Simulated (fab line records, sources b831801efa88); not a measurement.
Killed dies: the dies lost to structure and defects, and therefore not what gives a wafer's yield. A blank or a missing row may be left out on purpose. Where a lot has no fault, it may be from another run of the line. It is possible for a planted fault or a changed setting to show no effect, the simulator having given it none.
Comparing a struck lot with a sound one	flow sky130	16 out of 708 route steps
Sound: these wafers, L218.1, L218.5, L218.6. Struck: wafer L227.5; the same lot's L227.6 was not struck, so it is left out; see the end for the cause.
Order at every step that has rows: each side's tool, ch and its chambers, its first start. Under that, the readings that differ: sound wafers	struck wafers	difference of the means	sigmas: that difference in standard deviations of wafers without a fault.
alike: a reading whose means differ by less than 2 such deviations, as well as words and numbers matching on both sides. not compared: withheld readings; readings where some wafer has no value; bounds like >300 that might hide an equal value; numbers whose values overlap and for which the record gives no deviation.
The two part at a step that has a row with sigmas, a row that says differs or no value, or rows on one side only. Numbers that have no deviation but don't overlap get no sigmas and don't part them. A reading missing from all wafers of one side parts the sides only when that side holds two or more wafers.

first, 1 step without rows for these wafers: SKY_VT_ADJUST_NCORE_DEVELOP_06 (develop time 60 s).
SKY_VT_ADJUST_NCORE_CD_MEAS_07 targets a cd of 380 nm.
  sound on cd_sem-02, day 10 21:53; struck on cd_sem-01, day 13 07:46
  alike: cd_nm
SKY_VT_ADJUST_NCORE_OVL_MEAS_08:
  sound on overlay-01, day 10 22:00; struck on overlay-01, day 13 07:49
  alike: VT_ADJUST_NCORE_OVL
after that, 1 step had no rows for these wafers: SKY_VT_ADJUST_NCORE_IMPLANT_09.
SKY_VT_ADJUST_NCORE_STRIP_10: strips in O2/N2.
  sound on plasma_asher-03 ch 0,1, day 10 22:11; struck on plasma_asher-02 ch 1, day 13 08:03
reading	sound	struck	difference	sigmas
oes_product_au (a.u.)	0.714 0.719 0.711	0.729	+0.014	+3
  alike: drypump_motor_current_A, o2_flow_sccm, strip_time_to_endpoint_s
  not compared: rf_hours_counter_h
SKY_VT_ADJUST_NCORE_TW_MEAS_11:
  sound on film_metro-01, day 10 22:17; struck on film_metro-03, day 13 08:07
  alike: VT_ADJUST_NCORE_TW
then, 6 steps without rows for these wafers: SKY_VT_ADJUST_HVTR_DEHYDRATE_00 (time 60 s); SKY_VT_ADJUST_HVTR_HMDS_01 (prime time 60 s); SKY_VT_ADJUST_HVTR_COAT_02 (resist thk 1140 nm); SKY_VT_ADJUST_HVTR_SOFTBAKE_03 (time 60 s); SKY_VT_ADJUST_HVTR_EXPOSE_04 (exposes mask HVTRM, target cd 380 nm); SKY_VT_ADJUST_HVTR_PEB_05.
SKY_VT_ADJUST_HVTR_DEVELOP_06: develop time 60 s.
  sound on litho_track-03 ch 0, day 11 20:50; struck on litho_track-03 ch 0, day 14 09:29
SKY_VT_ADJUST_HVTR_CD_MEAS_07 targets a cd of 380 nm.
  sound on cd_sem-02, day 11 20:59; struck on cd_sem-01, day 14 09:37
reading	sound	struck	difference	sigmas
cd_nm (nm)	375.9 377.4 374.5	389.6	+13.7	+7
SKY_VT_ADJUST_HVTR_OVL_MEAS_08:
  sound on overlay-01, day 11 21:07; struck on overlay-01, day 14 09:41
reading	sound	struck	difference	sigmas
VT_ADJUST_HVTR_OVL (nm)	-1.5 0.0 -1.8	1.5	+2.6	+2
-- a jump in the record: the struck wafers' starts before and after are 35 days apart (it breaks off in module VT_ADJUST_HVTR and resumes in module PAD_OPEN, where the first step shown is number 708 of the route) --
SKY_PAD_OPEN_PROBE_99:
  record: rows for the struck wafers here (prober-02, day 49 16:15), none for the sound ones

== WHERE THEY PART ==
At SKY_VT_ADJUST_NCORE_STRIP_10 first; at SKY_PAD_OPEN_PROBE_99 last (within this record only).

WHY: whatever the simulator had introduced
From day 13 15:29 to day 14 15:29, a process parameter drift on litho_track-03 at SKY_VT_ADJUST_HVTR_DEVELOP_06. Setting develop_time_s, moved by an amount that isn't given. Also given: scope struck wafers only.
